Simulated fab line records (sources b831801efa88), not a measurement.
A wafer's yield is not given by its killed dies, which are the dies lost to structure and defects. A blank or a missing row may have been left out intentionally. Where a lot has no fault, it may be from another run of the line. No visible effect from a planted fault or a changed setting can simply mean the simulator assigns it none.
What tool caused it? -- flow sky130 -- 24 lots with 72 wafers sampled at 4 steps, on a route of 708 steps

== WHAT THE GAUGES READ, wafer by wafer ==
SKY_CONTACT_BOW_MEAS_05.
lot,measured,on,CONTACT_BOW (um)
L074,day 30 21:10,film_metro-04,88 86 91
L075,day 30 23:09,film_metro-02,90 84 87
L076,day 31 12:20,film_metro-02,86 82 76
L077,day 31 16:19,film_metro-04,74 78 80
L078,day 31 22:50,film_metro-03,90 83 77
L079,day 32 10:35,film_metro-03,81 86 70
L080,day 33 03:16,film_metro-03,86 78 84
L081,day 33 08:52,film_metro-03,80 86 73
L082,day 33 10:17,film_metro-02,84 63 71
L083,day 33 15:53,film_metro-03,92 84 73
L084,day 34 05:13,film_metro-03,78 69 90
L085,day 34 11:13,film_metro-03,70 81 77
L086,day 34 16:27,film_metro-03,108 87 85
L087,day 35 06:44,film_metro-03,95 74 86
L088,day 35 08:22,film_metro-03,93 82 82
L089,day 35 20:00,film_metro-02,89 72 79
L090,day 36 01:49,film_metro-02,93 84 75
L091,day 36 07:27,film_metro-04,75 79 70
L092,day 36 16:44,film_metro-03,67 80 88
L093,day 36 18:10,film_metro-04,83 84 88
L094,day 37 04:56,film_metro-02,89 89 83
L095,day 37 14:34,film_metro-04,86 83 81
L096,day 37 22:31,film_metro-04,88 87 79
L097,day 38 03:25,film_metro-02,81 86 79

SKY_VIA2_THK_MEAS_23: measures by xrf.
lot,measured,on,VIA2_W_THK (nm)
L074,day 36 20:17,film_metro-02,433 423 429
L075,day 36 21:31,film_metro-02,437 426 440
L076,day 37 09:44,film_metro-04,415 413 416
L077,day 37 13:00,film_metro-04,409 406 413
L078,day 37 20:54,film_metro-02,427 425 420
L079,day 38 05:59,film_metro-02,426 430 431
L080,day 38 23:26,film_metro-04,420 417 416
L081,day 39 02:46,film_metro-04,418 413 417
L082,day 39 05:25,film_metro-03,422 415 424
L083,day 39 11:46,film_metro-03,412 413 417
L084,day 39 23:21,film_metro-02,433 434 430
L085,day 40 05:10,film_metro-04,426 423 424
L086,day 40 10:40,film_metro-03,419 415 420
L087,day 40 23:51,film_metro-03,420 416 423
L088,day 41 00:12,film_metro-02,435 440 438
L089,day 41 12:07,film_metro-03,429 423 424
L090,day 41 17:37,film_metro-03,430 425 430
L091,day 41 21:44,film_metro-02,433 437 431
L092,day 42 07:23,film_metro-04,420 427 420
L093,day 42 10:47,film_metro-03,423 414 422
L094,day 42 18:28,film_metro-03,421 420 415
L095,day 43 01:15,film_metro-02,430 427 433
L096,day 43 10:26,film_metro-02,433 433 432
L097,day 43 13:14,film_metro-04,416 410 411

SKY_CAP2M_THK_MEAS_04: measures by xrf.
lot,measured,on,CAP2M_TIN_THK (nm)
L074,day 40 05:56,film_metro-01,198.2 203.1 197.5
L075,day 40 07:28,film_metro-02,203.9 206.9 202.7
L076,day 40 18:02,film_metro-04,202.5 207.6 202.6
L077,day 40 22:50,film_metro-02,207.8 207.3 205.0
L078,day 41 04:43,film_metro-02,201.3 201.9 203.5
L079,day 41 14:22,film_metro-04,206.8 197.9 200.8
L080,day 42 06:08,film_metro-02,203.5 203.0 201.4
L081,day 42 10:16,film_metro-01,203.0 200.4 201.1
L082,day 42 11:33,film_metro-04,207.6 208.9 207.5
L083,day 42 17:44,film_metro-04,205.5 205.1 204.5
L084,day 43 04:44,film_metro-04,207.2 204.5 201.9
L085,day 43 11:07,film_metro-04,202.7 203.3 202.6
L086,day 43 14:43,film_metro-01,203.5 202.8 206.4
L087,day 44 07:49,film_metro-02,204.1 202.4 201.7
L088,day 44 08:06,film_metro-04,208.9 204.4 206.9
L089,day 44 13:32,film_metro-01,203.3 205.9 206.2
L090,day 44 19:04,film_metro-01,202.4 205.2 198.7
L091,day 45 07:11,film_metro-01,202.6 204.1 205.7
L092,day 45 10:37,film_metro-04,206.2 200.7 202.0
L093,day 45 13:25,film_metro-02,204.1 209.5 205.1
L094,day 45 16:52,film_metro-04,204.2 206.0 206.1
L095,day 45 22:01,film_metro-02,206.6 208.5 203.3
L096,day 46 10:21,film_metro-02,203.6 203.5 206.3
L097,day 46 12:32,film_metro-01,205.0 204.2 200.9

== WHAT TOOL EACH LOT RAN ON (gives the tool, then ch and the chambers of the sampled wafers, and finally the start) ==
lot,SKY_METAL3_METAL_ETCH_18
L074,"rie_metal-04 ch 0,1, day 39 01:25"
L075,"rie_metal-04 ch 0,1, day 39 02:58"
L076,"rie_metal-02 ch 0,1, day 39 14:34"
L077,"rie_metal-04 ch 0,1, day 39 17:35"
L078,"rie_metal-01 ch 0,1, day 40 00:25"
L079,"rie_metal-04 ch 0,1, day 40 10:31"
L080,"rie_metal-02 ch 0,1, day 41 02:29"
L081,"rie_metal-01 ch 0,1, day 41 06:10"
L082,"rie_metal-04 ch 0,1, day 41 08:58"
L083,"rie_metal-02 ch 0,1, day 41 14:16"
L084,"rie_metal-04 ch 0,1, day 42 02:34"
L085,"rie_metal-04 ch 0,1, day 42 08:11"
L086,"rie_metal-02 ch 0,1, day 42 12:01"
L087,"rie_metal-04 ch 0,1, day 43 01:07"
L088,"rie_metal-01 ch 0,1, day 43 01:43"
L089,"rie_metal-04 ch 0,1, day 43 12:04"
L090,"rie_metal-02 ch 0,1, day 43 18:25"
L091,"rie_metal-01 ch 0,1, day 44 05:11"
L092,"rie_metal-04 ch 0, day 44 08:34"
L093,"rie_metal-01 ch 0,1, day 44 10:29"
L094,"rie_metal-02 ch 0,1, day 44 15:01"
L095,"rie_metal-01 ch 0,1, day 44 22:28"
L096,"rie_metal-04 ch 0,1, day 45 09:26"
L097,"rie_metal-04 ch 0,1, day 45 10:08"
- SKY_METAL3_METAL_ETCH_18: etches the open film in Cl2/BCl3, stops on SiO2, target depth 845 nm, time 183.1 s.

== WHAT THE TOOLS THEMSELVES READ (means of the sampled wafers that have a number; where no wafer has one, the mark that the record gives instead) ==
SKY_METAL3_METAL_ETCH_18.
lot,tool,drypump_motor_current_A (A),oes_product_au (a.u.),throttle_valve_pct (%)
L074,rie_metal-04,5.9,0.865,22.265
L075,rie_metal-04,5.8,0.862,22.267
L076,rie_metal-02,5.9,0.868,22.264
L077,rie_metal-04,5.8,0.866,22.264
L078,rie_metal-01,5.7,0.870,22.262
L079,rie_metal-04,5.8,0.862,22.273
L080,rie_metal-02,5.9,0.870,22.267
L081,rie_metal-01,6.1,0.863,22.262
L082,rie_metal-04,5.8,0.863,22.262
L083,rie_metal-02,5.9,0.872,22.265
L084,rie_metal-04,5.9,0.869,22.263
L085,rie_metal-04,5.9,0.863,22.262
L086,rie_metal-02,5.9,0.864,22.255
L087,rie_metal-04,5.9,0.872,22.261
L088,rie_metal-01,5.8,0.857,22.263
L089,rie_metal-04,5.9,0.868,22.264
L090,rie_metal-02,5.6,0.867,22.269
L091,rie_metal-01,5.8,0.871,22.261
L092,rie_metal-04,6.1,0.867,22.259
L093,rie_metal-01,6.2,0.868,22.262
L094,rie_metal-02,5.9,0.873,22.272
L095,rie_metal-01,6.1,0.866,22.270
L096,rie_metal-04,5.9,0.860,22.273
L097,rie_metal-04,5.9,0.862,22.265

== THE ANSWER, worked out from the rows above alone ==
Rule: usual is defined by the lots themselves. The widest of any qualifying gaps counts: lots, ordered by their means at a reading, are off when they make up no more than a third of the lots, leave a main group of 4 or more, and stand apart from it by 3 or more times the standard deviation of that group's means. A main group whose means are all the same, to the digits that the tables above print for the reading, isn't used. Also off: a lot with no number at a reading for which 4 or more lots have one. The other lots that the step has rows for count as sound. First the gauges in route order, then the tools' own readings, where a lot's mean is used as printed above. At the first step where some lot is off, the reading lying furthest off is the one used; lots without a number count as furthest.
Nothing can be told from this: no lot is off at any reading shown.

== WHAT WAS PUT IN BY THE SIMULATOR ==
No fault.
